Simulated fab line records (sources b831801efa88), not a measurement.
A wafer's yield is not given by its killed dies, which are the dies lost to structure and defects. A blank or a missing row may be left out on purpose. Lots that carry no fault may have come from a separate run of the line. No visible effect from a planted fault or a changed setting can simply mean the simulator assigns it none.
fab line records	flow sky130
record lots=13	wafers=39	last_day=50
route steps=708 shown VT_ADJUST_NCORE@129 SONOS_ONO@168 GATE_OXIDE@189
lots that met no fault: from a run of the same line without faults
start_h: start of the lot's first displayed wafer, in hours after the record's first day	wait_h: time in hours since the lot's previous step	" unchanged from the row above	L1.1+2: one row covering several wafers at once	- value missing, or start not given	* or withheld: withheld	< > ~ a bound
route shown NAME@n: a module of which the file shows steps, and the number in the route of the first	usual: the fault-free wafers' mean and standard deviation	same: alike in all rows	chamber/n: place in a boat	sites: readings site by site	_std_site: how widely they spread, as a standard deviation	_edge_site: mean of outer sites minus mean of inner sites	radius_mm: how far each site lies from the wafer's centre	mask NAME#n: copy n	behind: the tool/chamber that last shaped the wafer	hold: cause of the lot's hold/its duration in hours/its outcome	device: whichever transistor did not switch (one of n, p or np)	end of line: tests run on the same wafers once the route is complete	a step with no rows: only its recipe	killed: at the first sort, the dies lost to defects and structure; wafer yield is something else	map: a wafer's dies, marking killed ones x, the rest . and places with no die _
set.NAME: the setting that was run; set.NAME@STEP: the one run at that earlier step	model.NAME: the simulator's own value behind a step, which no gauge read
a sample of lots followed through the steps of the route, with each step as a table and each wafer as a row
services: when a tool's chamber went out of use (start_h, in hours from the record's first day, below 0 if earlier), for how many hours, and the reason
## steps
# step SKY_VT_ADJUST_NCORE_STRIP_10
# recipe chemistry=O2/N2	power_w=1400	pressure_mtorr=1500	platen_temp_c=withheld	o2_flow_sccm=3000	n2_flow_sccm=300	overash_fraction=0.5
# usual drypump_motor_current_A=5.7/0.31	oes_product_au=0.716/0.0049	strip_time_to_endpoint_s=14.16/0.045
lot.wafer	tool	chamber	start_h	wait_h	drypump_motor_current_A	oes_product_au	rf_hours_counter_h	strip_time_to_endpoint_s
L402.2	plasma_asher-04	1	196.41	0.1	5.9	0.713	39	14.20
L402.3	"	0	"	"	5.6	0.718	-	14.21
L402.4	"	1	"	"	5.9	0.723	-	14.22
L404.1	plasma_asher-02	1	206.51	0.1	5.4	0.717	50	14.13
L404.3	"	0	"	"	5.5	0.722	-	14.16
L404.5	"	1	"	"	5.4	0.714	-	14.14
L406.1	plasma_asher-02	0	211.69	0.1	5.5	0.713	50	14.13
L406.2	"	1	"	"	5.4	0.714	50	14.11
L406.6	"	1	"	"	5.4	0.717	-	14.18
L408.3	plasma_asher-04	0	224.48	0.1	5.6	0.720	-	14.08
L408.4	"	1	"	"	5.9	0.720	-	14.17
L408.5	"	0	"	"	5.5	0.705	-	14.14
L409.1	plasma_asher-02	0	237.04	0.1	5.4	0.710	53	14.13
L409.3	"	1	"	"	5.4	0.712	-	14.21
L409.6	"	1	"	"	5.4	0.703	-	14.18
L410.1	plasma_asher-02	1	240.96	0.1	5.4	0.716	53	14.17
L410.3	"	0	"	"	5.5	0.707	-	14.17
L410.4	"	1	"	"	5.4	0.716	-	14.21
L417.3	plasma_asher-02	0	284.59	0.1	5.5	0.711	-	14.19
L417.4	"	1	"	"	5.4	0.721	-	14.17
L417.6	"	1	"	"	5.4	0.717	-	14.18
L420.1	plasma_asher-04	1	308.01	0.1	5.9	0.721	50	14.14
L420.2	"	0	"	"	5.6	0.717	50	14.12
L420.6	"	0	"	"	5.6	0.711	-	14.14
L421.1	plasma_asher-02	1	314.64	0.1	5.4	0.711	60	14.27
L421.2	"	0	"	"	5.4	0.727	60	14.22
L421.5	"	0	"	"	5.5	0.716	-	14.19
L422.2	plasma_asher-01	1	332.49	0.1	6.3	0.711	21	14.22
L422.3	"	0	"	"	5.8	0.715	-	14.15
L422.6	"	1	"	"	6.3	0.710	-	14.16
L423.1	plasma_asher-01	1	349.51	0.1	6.3	0.712	23	14.19
L423.4	"	1	"	"	6.3	0.724	-	14.22
L423.6	"	0	"	"	5.8	0.715	-	14.16
L424.2	plasma_asher-01	1	355.91	0.1	6.3	0.713	23	14.22
L424.4	"	0	"	"	5.8	0.710	-	14.18
L424.6	"	0	"	"	5.8	0.715	-	14.16
L425.2	plasma_asher-01	1	357.49	0.1	6.3	0.710	24	14.23
L425.4	"	1	"	"	6.3	0.720	-	14.18
L425.5	"	0	"	"	5.8	0.715	-	14.16
# step SKY_SONOS_ONO_OXIDATION_00
# recipe temp_c=800	ambient=O2	idle_temp_c=700	ramp_up_c_per_min=10	ramp_down_c_per_min=3	stabilise_s=600	purge_s=300	target_thk_a=26	ox_time_s=1249
# usual zone_power_bottom_pct=23/3.9
# same purge_s=300
lot.wafer	tool	chamber	start_h	wait_h	zone_power_bottom_pct
L402.2	furnace-02	0	264.92	0.4	18
L402.3	"	0	"	"	19
L402.4	"	0	"	"	18
L404.1	furnace-01	0	277.31	0.8	26
L404.3	"	0	"	"	27
L404.5	"	0	"	"	26
L406.1	furnace-01	0	283.54	0.0	27
L406.2	"	0	"	"	27
L406.6	"	0	"	"	26
L408.3	furnace-01	0	297.81	0.0	27
L408.4	"	0	"	"	27
L408.5	"	0	"	"	27
L409.1	furnace-02	0	313.11	0.8	19
L409.3	"	0	"	"	19
L409.6	"	0	"	"	19
L410.1	furnace-01	0	318.26	2.2	27
L410.3	"	0	"	"	26
L410.4	"	0	"	"	27
L417.3	furnace-02	0	367.77	2.1	19
L417.4	"	0	"	"	19
L417.6	"	0	"	"	19
L420.1	furnace-02	0	391.23	0.7	19
L420.2	"	0	"	"	19
L420.6	"	0	"	"	19
L421.1	furnace-02	0	398.55	0.0	19
L421.2	"	0	"	"	18
L421.5	"	0	"	"	19
L422.2	furnace-01	0	419.39	0.2	26
L422.3	"	0	"	"	27
L422.6	"	0	"	"	27
L423.1	furnace-02	0	440.55	0.0	19
L423.4	"	0	"	"	19
L423.6	"	0	"	"	18
L424.2	furnace-01	0	446.63	1.0	26
L424.4	"	0	"	"	26
L424.6	"	0	"	"	27
L425.2	furnace-02	0	448.29	0.4	19
L425.4	"	0	"	"	18
L425.5	"	0	"	"	19
# step SKY_SONOS_ONO_THK_MEAS_01
# recipe reads=SiO2_of_SONOS_ONO_OXIDATION_00
# usual SONOS_ONO_OXIDATION_THK=2.61/0.062
lot.wafer	tool	chamber	start_h	wait_h	SONOS_ONO_OXIDATION_THK[nm]
L402.2	film_metro-01	-	266.28	0.0	2.56
L402.3	"	-	"	"	2.55
L402.4	"	-	"	"	2.54
L404.1	film_metro-04	-	278.66	0.0	2.64
L404.3	"	-	"	"	2.65
L404.5	"	-	"	"	2.55
L406.1	film_metro-01	-	284.89	0.0	2.63
L406.2	"	-	"	"	2.59
L406.6	"	-	"	"	2.65
L408.3	film_metro-02	-	299.17	0.0	2.96
L408.4	"	-	"	"	2.99
L408.5	"	-	"	"	2.96
L409.1	film_metro-02	-	314.46	0.0	2.62
L409.3	"	-	"	"	2.67
L409.6	"	-	"	"	2.66
L410.1	film_metro-04	-	319.60	0.0	2.90
L410.3	"	-	"	"	2.92
L410.4	"	-	"	"	2.91
L417.3	film_metro-01	-	369.14	0.0	2.62
L417.4	"	-	"	"	2.57
L417.6	"	-	"	"	2.61
L420.1	film_metro-04	-	392.58	0.0	2.57
L420.2	"	-	"	"	2.55
L420.6	"	-	"	"	2.53
L421.1	film_metro-01	-	399.90	0.0	2.69
L421.2	"	-	"	"	2.72
L421.5	"	-	"	"	2.66
L422.2	film_metro-01	-	420.75	0.0	2.65
L422.3	"	-	"	"	2.66
L422.6	"	-	"	"	2.71
L423.1	film_metro-04	-	441.90	0.0	2.68
L423.4	"	-	"	"	2.61
L423.6	"	-	"	"	2.70
L424.2	film_metro-01	-	447.98	0.0	2.74
L424.4	"	-	"	"	2.71
L424.6	"	-	"	"	2.66
L425.2	film_metro-04	-	449.65	0.0	2.54
L425.4	"	-	"	"	2.53
L425.5	"	-	"	"	2.69
# step SKY_SONOS_ONO_CD_MEAS_13
# recipe target_cd_nm=410
# usual cd_nm=409.6/2.3
lot.wafer	tool	chamber	start_h	wait_h	cd_nm
L402.2	cd_sem-02	-	294.72	0.1	406.5
L402.3	"	-	"	"	406.2
L402.4	"	-	"	"	403.4
L404.1	cd_sem-02	-	309.40	0.1	405.8
L404.3	"	-	"	"	407.8
L404.5	"	-	"	"	405.0
L406.1	cd_sem-02	-	314.85	0.1	409.3
L406.2	"	-	"	"	408.9
L406.6	"	-	"	"	407.3
L408.3	cd_sem-02	-	327.89	0.1	409.9
L408.4	"	-	"	"	408.9
L408.5	"	-	"	"	408.8
L409.1	cd_sem-01	-	346.64	0.1	409.6
L409.3	"	-	"	"	408.9
L409.6	"	-	"	"	410.4
L410.1	cd_sem-01	-	351.59	0.1	407.1
L410.3	"	-	"	"	409.4
L410.4	"	-	"	"	411.8
L417.3	cd_sem-01	-	404.19	0.1	410.4
L417.4	"	-	"	"	408.5
L417.6	"	-	"	"	410.0
L420.1	cd_sem-02	-	425.70	0.1	414.8
L420.2	"	-	"	"	413.3
L420.6	"	-	"	"	415.1
L421.1	cd_sem-01	-	433.09	0.1	408.0
L421.2	"	-	"	"	407.5
L421.5	"	-	"	"	406.6
L422.2	cd_sem-01	-	455.26	0.1	411.0
L422.3	"	-	"	"	410.3
L422.6	"	-	"	"	409.4
L423.1	cd_sem-02	-	475.20	0.1	410.0
L423.4	"	-	"	"	409.6
L423.6	"	-	"	"	410.2
L424.2	cd_sem-02	-	481.42	0.1	413.7
L424.4	"	-	"	"	411.5
L424.6	"	-	"	"	411.1
L425.2	cd_sem-02	-	482.92	0.1	411.1
L425.4	"	-	"	"	410.0
L425.5	"	-	"	"	411.7
# step SKY_GATE_OXIDE_THK_MEAS_02
# recipe reads=SiO2_of_GATE_OXIDE_OXIDATION_01
# usual GATE_OXIDE_OXIDATION_00_THK=10.31/0.18
lot.wafer	tool	chamber	start_h	wait_h	GATE_OXIDE_OXIDATION_00_THK[nm]
L402.2	film_metro-01	-	297.42	0.0	10.32
L402.3	"	-	"	"	10.22
L402.4	"	-	"	"	10.27
L404.1	film_metro-03	-	311.94	0.0	10.07
L404.3	"	-	"	"	9.97
L404.5	"	-	"	"	9.99
L406.1	film_metro-03	-	318.79	0.0	10.52
L406.2	"	-	"	"	10.45
L406.6	"	-	"	"	10.41
L408.3	film_metro-01	-	331.27	0.0	10.42
L408.4	"	-	"	"	10.32
L408.5	"	-	"	"	10.33
L409.1	film_metro-01	-	349.17	0.0	10.46
L409.3	"	-	"	"	10.35
L409.6	"	-	"	"	10.21
L410.1	film_metro-01	-	353.46	0.0	10.06
L410.3	"	-	"	"	10.20
L410.4	"	-	"	"	10.26
L417.3	film_metro-02	-	406.90	0.0	10.22
L417.4	"	-	"	"	10.36
L417.6	"	-	"	"	10.35
L420.1	film_metro-02	-	428.83	0.0	10.44
L420.2	"	-	"	"	10.74
L420.6	"	-	"	"	10.52
L421.1	film_metro-02	-	434.98	0.0	10.14
L421.2	"	-	"	"	10.24
L421.5	"	-	"	"	10.24
L422.2	film_metro-03	-	457.12	0.0	10.52
L422.3	"	-	"	"	10.43
L422.6	"	-	"	"	10.41
L423.1	film_metro-01	-	477.68	0.0	10.36
L423.4	"	-	"	"	10.32
L423.6	"	-	"	"	10.43
L424.2	film_metro-03	-	483.36	0.0	10.50
L424.4	"	-	"	"	10.42
L424.6	"	-	"	"	10.38
L425.2	film_metro-03	-	484.79	0.0	10.40
L425.4	"	-	"	"	10.29
L425.5	"	-	"	"	10.43
## services
tool	chamber	start_h	hours	kind
furnace-02	-	197.49	4.2	pm
furnace-01	-	255.93	4.0	pm
furnace-02	-	303.07	3.6	pm
plasma_asher-02	-	343.67	8.5	repair
plasma_asher-04	-	384.51	4.2	repair
plasma_asher-02	-	421.25	9.0	pm
plasma_asher-02	0	421.25	9.0	vent_cycle
plasma_asher-02	1	421.25	9.0	vent_cycle
plasma_asher-02	0	430.25	-	clean
plasma_asher-02	1	430.25	-	clean
## key
first_sign step=SKY_SONOS_ONO_THK_MEAS_01	reading=SONOS_ONO_OXIDATION_THK	direction=up	sigmas=5.3	usual=2.61	struck=2.94
effect none on later readings
met_at SKY_SONOS_ONO_OXIDATION_00
struck_lots L408,L410
tester_left_out L408,L410
not_acting_at SKY_VT_ADJUST_NCORE_STRIP_10,SKY_SONOS_ONO_CD_MEAS_13,SKY_GATE_OXIDE_THK_MEAS_02
onset_between 283.54 297.81
fault kind=process_parameter_drift	tool=furnace-01	chamber=-	onset_h=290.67	steps=SKY_SONOS_ONO_OXIDATION_00	channel=ox_time_s	offset=*	shape=step	end_h=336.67	acts_in=*	stated=*
# tester_left_out: of these lots the tester's yield and bins aren't shown, on N5 and GAA mostly nor the transistor test; their killed dies are dies lost to structure and defects alone, not to doping, threshold or leakage, so they don't give the yield
